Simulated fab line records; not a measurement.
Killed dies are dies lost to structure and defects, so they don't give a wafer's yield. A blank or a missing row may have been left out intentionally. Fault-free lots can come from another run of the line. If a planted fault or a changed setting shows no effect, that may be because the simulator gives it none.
fab line records | flow sfqLine
record lots=6 | wafers=17 | lastDay=83
route steps=325 shown M2@98 I2@103
lots with no fault: from the same line, run without faults
startH: start of the lot's first displayed wafer, in hours after the record's first day | waitH: hours elapsed since this lot's preceding step | " the same as in the row above | L1.1+2: several wafers, shown together as one row | - no value present, or no start provided | * or withheld: withheld | < > ~ a bound
route shown NAME@n: a module of which the file shows steps, and the number in the route of the first | usual: mean and standard deviation over wafers with no fault | same: alike in all rows | chamber/n: place in a boat | sites: readings site by site | _std_site: how widely they spread, as a standard deviation | _edge_site: mean of outer sites minus mean of inner sites | radiusMm: for every site, how far away it sits from the centre of the wafer | mask NAME#n: copy n | behind: the most recent tool/chamber to have shaped the wafer | hold: why the lot went on hold/how many hours it stayed there/how the hold came to an end | device: which transistor (n, p or np) failed to switch | end of line: tests run on the same wafers once the route is complete | step lacking rows: just its recipe | killed: the dies lost at the first sort to structure and to defects; this is not the yield of the wafer | map: shows each die of a wafer: x if killed, . if not, _ if none is there
set.NAME: the setting the step ran with; set.NAME@STEP: the setting that earlier step ran with | model.NAME: the simulator's own value behind a step, which no gauge read
lots at some steps of the route; a table a step, a row a wafer
services: from which hour (startH, from the record's first day; less than 0 if before it) a tool's chamber was out of use, for how many hours, and why
## steps
# step SFQ_M2_OVL_MEAS_916
# usual M2_OVL=-1/5
lot.wafer | tool       | chamber | startH | waitH | M2_OVL[nm]
L435.2    | overlay-02 | -       | 606.85 | 0.1   | -4
L435.4    | "          | -       | "      | "     | -1
L435.5    | "          | -       | "      | "     | -1
L439.2    | overlay-01 | -       | 636.54 | 0.1   | 0
L439.4    | "          | -       | "      | "     | 1
L439.6    | "          | -       | "      | "     | 1
L440.2    | overlay-01 | -       | 644.94 | 0.1   | -9
L440.4    | "          | -       | "      | "     | -9
L447.1    | overlay-01 | -       | 705.15 | 0.1   | -9
L447.2    | "          | -       | "      | "     | -5
L447.3    | "          | -       | "      | "     | -6
L448.2    | overlay-01 | -       | 707.14 | 0.1   | -2
L448.4    | "          | -       | "      | "     | -1
L448.5    | "          | -       | "      | "     | 0
L452.1    | overlay-02 | -       | 738.75 | 0.1   | -9
L452.2    | "          | -       | "      | "     | -7
L452.3    | "          | -       | "      | "     | -12
# step SFQ_TRILAYER_M2_BARC_OPEN_METAL_ETCH_077
# recipe maskMaterial=PR | chemistry=O2 | targetDepthNm=125 | target=BARC | icpW=600 | biasW=80 | pressureMtorr=10 | timeS=41.7
# step SFQ_TRILAYER_M2_ETCH_METAL_ETCH_060
# recipe target=Nb | stopOn=SiO2 | maskMaterial=PR | chemistry=Cl2/Ar | targetDepthNm=240 | icpW=600 | biasW=80 | pressureMtorr=10 | timeS=120
# usual drypumpMotorCurrentA=5.6/0.43 | oesProductAu=0.892/0.0066
lot.wafer | tool        | chamber | startH | waitH | drypumpMotorCurrentA | oesProductAu | rfHoursCounterH
L435.2    | rieMetal-03 | 1       | 606.94 | 0.0   | 5.0                  | 0.893        | 1
L435.4    | "           | 1       | "      | "     | 5.0                  | 0.891        | -
L435.5    | "           | 1       | "      | "     | 5.0                  | 0.900        | -
L439.2    | rieMetal-04 | 0       | 636.63 | 0.0   | 6.2                  | 0.893        | 44
L439.4    | "           | 1       | "      | "     | 5.3                  | 0.892        | -
L439.6    | "           | 1       | "      | "     | 5.3                  | 0.894        | -
L440.2    | rieMetal-01 | 0       | 645.03 | 0.0   | 5.3                  | 0.895        | 112
L440.4    | "           | 0       | "      | "     | 5.3                  | 0.887        | -
L447.1    | rieMetal-04 | 0       | 705.24 | 0.0   | 6.2                  | 0.891        | 56
L447.2    | "           | 1       | "      | "     | 5.3                  | 0.903        | 60
L447.3    | "           | 1       | "      | "     | 5.3                  | 0.898        | -
L448.2    | rieMetal-01 | 0       | 707.23 | 0.0   | 5.3                  | 0.900        | 123
L448.4    | "           | 0       | "      | "     | 5.3                  | 0.887        | -
L448.5    | "           | 0       | "      | "     | 5.3                  | 0.897        | -
L452.1    | rieMetal-04 | 0       | 738.85 | 0.0   | 6.2                  | 0.896        | 61
L452.2    | "           | 1       | "      | "     | 5.3                  | 0.898        | 65
L452.3    | "           | 0       | "      | "     | 6.2                  | 0.887        | -
# step SFQ_TRILAYER_M2_STRIP_STRIP_061
# recipe gas=O2 | powerW=200 | platenTempC=40 | overashFraction=0.65 | chemistry=O2 | pressureMtorr=50
# usual drypumpMotorCurrentA=5.6/0.43 | oesProductAu=1.000/0.006
lot.wafer | tool        | chamber | startH | waitH | drypumpMotorCurrentA | oesProductAu | rfHoursCounterH
L435.2    | rieMetal-03 | 1       | 607.06 | 0.1   | 5.0                  | 1.000        | 1
L435.4    | "           | 1       | "      | "     | 5.0                  | 0.988        | -
L435.5    | "           | 1       | "      | "     | 5.0                  | 0.992        | -
L439.2    | rieMetal-04 | 0       | 636.76 | 0.1   | 6.2                  | 0.996        | 44
L439.4    | "           | 1       | "      | "     | 5.3                  | 1.006        | -
L439.6    | "           | 1       | "      | "     | 5.3                  | 1.002        | -
L440.2    | rieMetal-01 | 0       | 645.16 | 0.1   | 5.3                  | 0.998        | 112
L440.4    | "           | 0       | "      | "     | 5.3                  | 0.993        | -
L447.1    | rieMetal-04 | 0       | 705.37 | 0.1   | 6.2                  | 0.997        | 56
L447.2    | "           | 1       | "      | "     | 5.3                  | 1.003        | 61
L447.3    | "           | 1       | "      | "     | 5.3                  | 0.999        | -
L448.2    | rieMetal-01 | 0       | 707.36 | 0.1   | 5.3                  | 1.011        | 124
L448.4    | "           | 0       | "      | "     | 5.3                  | 0.996        | -
L448.5    | "           | 0       | "      | "     | 5.3                  | 0.993        | -
L452.1    | rieMetal-04 | 0       | 738.98 | 0.1   | 6.2                  | 1.004        | 61
L452.2    | "           | 1       | "      | "     | 5.3                  | 1.002        | 65
L452.3    | "           | 0       | "      | "     | 6.2                  | 1.009        | -
# step SFQ_TRILAYER_M2_STRIP_SOLV_CLEAN_062
# recipe chemistry=NMP | tempC=70 | timeS=600
# step SFQ_TRILAYER_I2_DEP_PECVD_063
# recipe material=SiO2 | tempC=150 | timeS=111.11 | pressureTorr=2.4 | rfW=183.3 | precursor=SiH4/N2O | targetThkNm=500
# usual heaterPowerOuterW=28/7.9 | heaterPowerW=76/14 | showerheadVppV=833/34 | throttleValvePct=24.0/1.2
lot.wafer | tool     | chamber | startH | waitH | heaterPowerOuterW | heaterPowerW | showerheadVppV | throttleValvePct
L435.2    | pecvd-01 | 2       | 607.84 | 0.0   | 15                | 56           | 759            | 24.0
L435.4    | "        | 1       | "      | "     | 38                | 85           | 796            | 22.1
L435.5    | "        | 2       | "      | "     | 18                | 57           | 784            | 23.8
L439.2    | pecvd-04 | 1       | 637.53 | 0.0   | 28                | 75           | 821            | 23.5
L439.4    | "        | 1       | "      | "     | 30                | 79           | 842            | 23.6
L439.6    | "        | 2       | "      | "     | 28                | 77           | 805            | 26.3
L440.2    | pecvd-02 | 0       | 645.93 | 0.0   | 18                | 68           | 882            | 23.3
L440.4    | "        | 2       | "      | "     | 38                | 87           | 882            | 24.7
L447.1    | pecvd-01 | 1       | 706.14 | 0.0   | 40                | 87           | 800            | 22.5
L447.2    | "        | 2       | "      | "     | 18                | 56           | 780            | 24.0
L447.3    | "        | 0       | "      | "     | 44                | 114          | 793            | 23.2
L448.2    | pecvd-02 | 1       | 708.13 | 0.0   | 25                | 64           | 810            | 23.2
L448.4    | "        | 1       | "      | "     | 15                | 52           | 823            | 23.1
L448.5    | "        | 0       | "      | "     | 14                | 66           | 884            | 23.5
L452.1    | pecvd-02 | 1       | 739.75 | 0.0   | 24                | 65           | 816            | 23.2
L452.2    | "        | 0       | "      | "     | 19                | 69           | 899            | 23.5
L452.3    | "        | 2       | "      | "     | 35                | 85           | 866            | 24.9
# step SFQ_TRILAYER_I2_CMP_CMP_064
# recipe material=SiO2 | downForcePsi=3 | platenRpm=60 | padVelocityMS=0.94248
# step SFQ_I2_BOW_MEAS_917
# recipe mode=bow
# usual I2_BOW=2/8.4
lot.wafer | tool         | chamber | startH | waitH | I2_BOW[um]
L435.2    | filmMetro-03 | -       | 611.09 | 2.0   | 5
L435.4    | "            | -       | "      | "     | 14
L435.5    | "            | -       | "      | "     | 18
L439.2    | filmMetro-04 | -       | 642.82 | 1.0   | 12
L439.4    | "            | -       | "      | "     | 5
L439.6    | "            | -       | "      | "     | 16
L440.2    | filmMetro-03 | -       | 651.82 | 2.5   | -6
L440.4    | "            | -       | "      | "     | -6
L447.1    | filmMetro-04 | -       | 710.10 | 2.0   | -7
L447.2    | "            | -       | "      | "     | 14
L447.3    | "            | -       | "      | "     | 4
L448.2    | filmMetro-04 | -       | 713.12 | 1.5   | 17
L448.4    | "            | -       | "      | "     | -4
L448.5    | "            | -       | "      | "     | 19
L452.1    | filmMetro-04 | -       | 743.43 | 2.5   | 0
L452.2    | "            | -       | "      | "     | 8
L452.3    | "            | -       | "      | "     | 3
# step SFQ_TRILAYER_I2_METRO_MEASURE_065
# usual thkNm=199.5/0.89
lot.wafer | tool         | chamber | startH | waitH | thkNm
L435.2    | filmMetro-03 | -       | 611.39 | 0.3   | 200.2
L435.4    | "            | -       | "      | "     | 200.2
L435.5    | "            | -       | "      | "     | 200.0
L439.2    | filmMetro-04 | -       | 643.12 | 0.3   | 198.3
L439.4    | "            | -       | "      | "     | 198.1
L439.6    | "            | -       | "      | "     | 199.0
L440.2    | filmMetro-03 | -       | 652.12 | 0.3   | 200.8
L440.4    | "            | -       | "      | "     | 199.2
L447.1    | filmMetro-04 | -       | 710.22 | 0.1   | 199.4
L447.2    | "            | -       | "      | "     | 197.9
L447.3    | "            | -       | "      | "     | 200.0
L448.2    | filmMetro-04 | -       | 713.42 | 0.3   | 199.4
L448.4    | "            | -       | "      | "     | 199.5
L448.5    | "            | -       | "      | "     | 201.9
L452.1    | filmMetro-04 | -       | 743.55 | 0.1   | 198.1
L452.2    | "            | -       | "      | "     | 198.9
L452.3    | "            | -       | "      | "     | 199.3
# step SFQ_TRILAYER_I2_VIA_LITHO_COAT_072
# recipe resist=BARC | spinRpm=3000 | resistThkNm=62
# step SFQ_TRILAYER_I2_VIA_LITHO_COAT_067
# recipe resist=KrF | spinRpm=3000 | resistThkNm=650
# step SFQ_TRILAYER_I2_VIA_LITHO_SOFTBAKE_071
# recipe tempC=withheld | timeS=withheld | resist=KrF
# step SFQ_TRILAYER_I2_VIA_LITHO_EXPOSE_068
# recipe maskId=I2 | na=0.6 | sourceShape=conventional | sigmaOuter=0.65 | targetCdNm=500 | doseMj=21.3
lot.wafer  | tool          | chamber | startH | waitH | mask
L435.2+4+5 | krfScanner-02 | 0       | 614.37 | -     | I2#0
L439.2+4+6 | krfScanner-02 | 0       | 653.59 | -     | I2#0
L440.2+4   | krfScanner-02 | 0       | 661.99 | -     | I2#0
L447.1+2+3 | krfScanner-02 | 0       | 712.17 | -     | I2#0
L448.2+4+5 | krfScanner-02 | 0       | 715.97 | -     | I2#0
L452.1+2+3 | krfScanner-02 | 0       | 749.25 | -     | I2#0
# step SFQ_TRILAYER_I2_VIA_LITHO_PEB_070
# recipe pebTempC=115 | pebTimeS=60 | resist=KrF
# step SFQ_TRILAYER_I2_VIA_LITHO_DEVELOP_069
# recipe timeS=60 | resist=KrF
# step SFQ_I2_OVL_MEAS_918
# usual I2_OVL=-2/5.5
lot.wafer | tool       | chamber | startH | waitH | I2_OVL[nm]
L435.2    | overlay-02 | -       | 615.68 | 0.1   | -14
L435.4    | "          | -       | "      | "     | -8
L435.5    | "          | -       | "      | "     | -14
L439.2    | overlay-02 | -       | 654.89 | 0.1   | 4
L439.4    | "          | -       | "      | "     | 6
L439.6    | "          | -       | "      | "     | 5
L440.2    | overlay-02 | -       | 663.29 | 0.1   | -4
L440.4    | "          | -       | "      | "     | -4
L447.1    | overlay-01 | -       | 713.67 | 0.1   | -3
L447.2    | "          | -       | "      | "     | 3
L447.3    | "          | -       | "      | "     | -2
L448.2    | overlay-01 | -       | 717.27 | 0.1   | 0
L448.4    | "          | -       | "      | "     | -5
L448.5    | "          | -       | "      | "     | -3
L452.1    | overlay-02 | -       | 750.75 | 0.1   | 8
L452.2    | "          | -       | "      | "     | 8
L452.3    | "          | -       | "      | "     | 9
# step SFQ_TRILAYER_I2_VIA_BARC_OPEN_VIA_ETCH_096
# recipe maskMaterial=PR | chemistry=O2 | targetDepthNm=125 | target=BARC | sourceW=500 | biasW=80 | pressureMtorr=30 | timeS=41.7
# usual drypumpMotorCurrentA=5.7/0.38 | oesProductAu=0.685/0.0044
lot.wafer | tool       | chamber | startH | waitH | drypumpMotorCurrentA | oesProductAu | rfHoursCounterH | model.I2.cdNm
L435.2    | rieDiel-03 | 2       | 615.71 | 0.0   | 5.4                  | 0.697        | 34              | 497.7
L435.4    | "          | 1       | "      | "     | 5.5                  | 0.687        | 35              | 496.9
L435.5    | "          | 3       | "      | "     | 5.7                  | 0.685        | -               | 496.5
L439.2    | rieDiel-03 | 3       | 654.92 | 0.0   | 5.8                  | 0.686        | 11              | 500.1
L439.4    | "          | 2       | "      | "     | 5.5                  | 0.688        | 35              | 514
L439.6    | "          | 2       | "      | "     | 5.4                  | 0.684        | -               | 514.3
L440.2    | rieDiel-03 | 0       | 663.32 | 0.0   | 6.3                  | 0.681        | 26              | 499.8
L440.4    | "          | 1       | "      | "     | 5.6                  | 0.681        | 36              | 514.9
L447.1    | rieDiel-04 | 1       | 713.70 | 0.0   | 4.8                  | 0.691        | 10              | 499.1
L447.2    | "          | 0       | "      | "     | 6.1                  | 0.691        | 21              | 498
L447.3    | "          | 2       | "      | "     | 5.5                  | 0.677        | 8               | 499.1
L448.2    | rieDiel-03 | 0       | 717.30 | 0.0   | 6.3                  | 0.686        | 27              | 500
L448.4    | "          | 1       | "      | "     | 5.6                  | 0.680        | 37              | 499.8
L448.5    | "          | 2       | "      | "     | 5.5                  | 0.687        | -               | 501.1
L452.1    | rieDiel-04 | 0       | 750.79 | 0.0   | 6.1                  | 0.688        | 22              | 501.5
L452.2    | "          | 1       | "      | "     | 4.9                  | 0.689        | 10              | 500.3
L452.3    | "          | 3       | "      | "     | 5.6                  | 0.681        | 12              | 501
# step SFQ_TRILAYER_I2_VIA_ETCH_VIA_ETCH_070
# recipe target=SiO2 | stopOn=Nb | maskMaterial=PR | taperDeg=20 | chemistry=CHF3 | targetDepthNm=260 | sourceW=500 | biasW=80 | pressureMtorr=30 | timeS=withheld
# usual drypumpMotorCurrentA=5.7/0.38 | oesProductAu=0.853/0.0048
lot.wafer | tool       | chamber | startH | waitH | drypumpMotorCurrentA | oesProductAu | model.I2.cdNm
L435.2    | rieDiel-03 | 2       | 615.75 | 0.0   | 5.4                  | 0.847        | 496.7
L435.4    | "          | 1       | "      | "     | 5.5                  | 0.851        | 495.4
L435.5    | "          | 3       | "      | "     | 5.8                  | 0.856        | 495.6
L439.2    | rieDiel-03 | 3       | 654.96 | 0.0   | 5.7                  | 0.850        | 500.6
L439.4    | "          | 2       | "      | "     | 5.4                  | 0.848        | 514.7
L439.6    | "          | 2       | "      | "     | 5.4                  | 0.858        | 516.6
L440.2    | rieDiel-03 | 0       | 663.36 | 0.0   | 6.3                  | 0.857        | 500.4
L440.4    | "          | 1       | "      | "     | 5.6                  | 0.847        | 515.5
L447.1    | rieDiel-04 | 1       | 713.74 | 0.0   | 4.8                  | 0.855        | 500.2
L447.2    | "          | 0       | "      | "     | 6.1                  | 0.846        | 498.3
L447.3    | "          | 2       | "      | "     | 5.5                  | 0.856        | 500.4
L448.2    | rieDiel-03 | 0       | 717.34 | 0.0   | 6.4                  | 0.851        | 500
L448.4    | "          | 1       | "      | "     | 5.5                  | 0.863        | 499.4
L448.5    | "          | 2       | "      | "     | 5.4                  | 0.855        | 502.4
L452.1    | rieDiel-04 | 0       | 750.83 | 0.0   | 6.2                  | 0.849        | 501
L452.2    | "          | 1       | "      | "     | 4.8                  | 0.850        | 501.2
L452.3    | "          | 3       | "      | "     | 5.6                  | 0.852        | 502.3
# step SFQ_TRILAYER_I2_VIA_STRIP_STRIP_071
# recipe gas=O2 | powerW=200 | platenTempC=40 | overashFraction=0.65 | chemistry=O2 | pressureMtorr=50
# usual drypumpMotorCurrentA=5.8/0.53 | oesProductAu=1.000/0.0065
lot.wafer | tool        | chamber | startH | waitH | drypumpMotorCurrentA | oesProductAu | rfHoursCounterH
L435.2    | rieMetal-04 | 1       | 615.86 | -     | 5.3                  | 1.002        | 45
L435.4    | "           | 0       | "      | "     | 6.2                  | 0.994        | -
L435.5    | "           | 1       | "      | "     | 5.3                  | 1.008        | -
L439.2    | rieMetal-02 | 1       | 655.08 | -     | 5.9                  | 0.996        | 58
L439.4    | "           | 1       | "      | "     | 5.9                  | 0.994        | -
L439.6    | "           | 1       | "      | "     | 5.9                  | 1.003        | -
L440.2    | rieMetal-03 | 1       | 663.48 | -     | 5.0                  | 0.997        | 10
L440.4    | "           | 1       | "      | "     | 5.0                  | 0.990        | -
L447.1    | rieMetal-03 | 1       | 713.86 | -     | 5.0                  | 1.003        | 19
L447.2    | "           | 0       | "      | "     | 5.9                  | 0.994        | 87
L447.3    | "           | 0       | "      | "     | 5.9                  | 1.012        | -
L448.2    | rieMetal-04 | 0       | 717.46 | -     | 6.2                  | 0.994        | 59
L448.4    | "           | 1       | "      | "     | 5.3                  | 0.999        | -
L448.5    | "           | 1       | "      | "     | 5.3                  | 1.003        | -
L452.1    | rieMetal-04 | 0       | 750.94 | -     | 6.2                  | 0.993        | 64
L452.2    | "           | 1       | "      | "     | 5.3                  | 1.002        | 68
L452.3    | "           | 0       | "      | "     | 6.2                  | 0.999        | -
## services
tool          | chamber | startH | hours | kind
pecvd-04      | -       | 584.21 | 14.6  | pm
rieDiel-03    | 0       | 607.03 | 4.9   | repair
krfScanner-02 | -       | 612.22 | 0.8   | pm
rieMetal-03   | 0       | 616.56 | 1.3   | repair
rieMetal-04   | -       | 621.53 | 0.4   | repair
rieDiel-03    | 1       | 623.21 | 5.5   | repair
pecvd-01      | -       | 623.84 | 2.8   | pm
pecvd-01      | -       | 627.87 | 0.2   | repair
rieDiel-03    | -       | 631.24 | 0.6   | repair
rieDiel-04    | -       | 635.44 | 1.0   | repair
filmMetro-03  | -       | 656.50 | 0.7   | pm
krfScanner-02 | -       | 670.19 | 1.0   | pm
pecvd-01      | 0       | 673.58 | 2.6   | repair
filmMetro-04  | -       | 683.31 | 1.5   | pm
pecvd-01      | 1       | 707.52 | 7.2   | repair
filmMetro-03  | -       | 709.42 | 1.3   | pm
rieMetal-04   | -       | 713.63 | 0.6   | repair
krfScanner-02 | -       | 720.05 | 11.6  | pm
filmMetro-04  | -       | 720.42 | 1.5   | pm
rieDiel-04    | 2       | 730.58 | 3.6   | repair
krfScanner-02 | -       | 731.60 | 0.8   | pm
krfScanner-02 | -       | 732.35 | 1.3   | pm
rieMetal-02   | 1       | 738.27 | 6.8   | repair
## key
firstSign none at tools or gauges
modelEffect step=SFQ_TRILAYER_I2_VIA_BARC_OPEN_VIA_ETCH_096 | value=I2.cdNm | without=499.5 | struck=514.4
modelEffect step=SFQ_TRILAYER_I2_VIA_ETCH_VIA_ETCH_070 | value=I2.cdNm | without=500.7 | struck=515.6
metAt SFQ_TRILAYER_I2_VIA_LITHO_EXPOSE_068
struckWafers L439.4,L439.6,L440.4
onsetBetween 614.37 653.59
fault kind=processParameterDrift | tool=krfScanner-02 | chamber=- | onsetH=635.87 | steps=SFQ_TRILAYER_I2_VIA_LITHO_EXPOSE_068 | channel=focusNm | offset=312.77 | shape=step | endH=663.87 | scope=struckWafersOnly
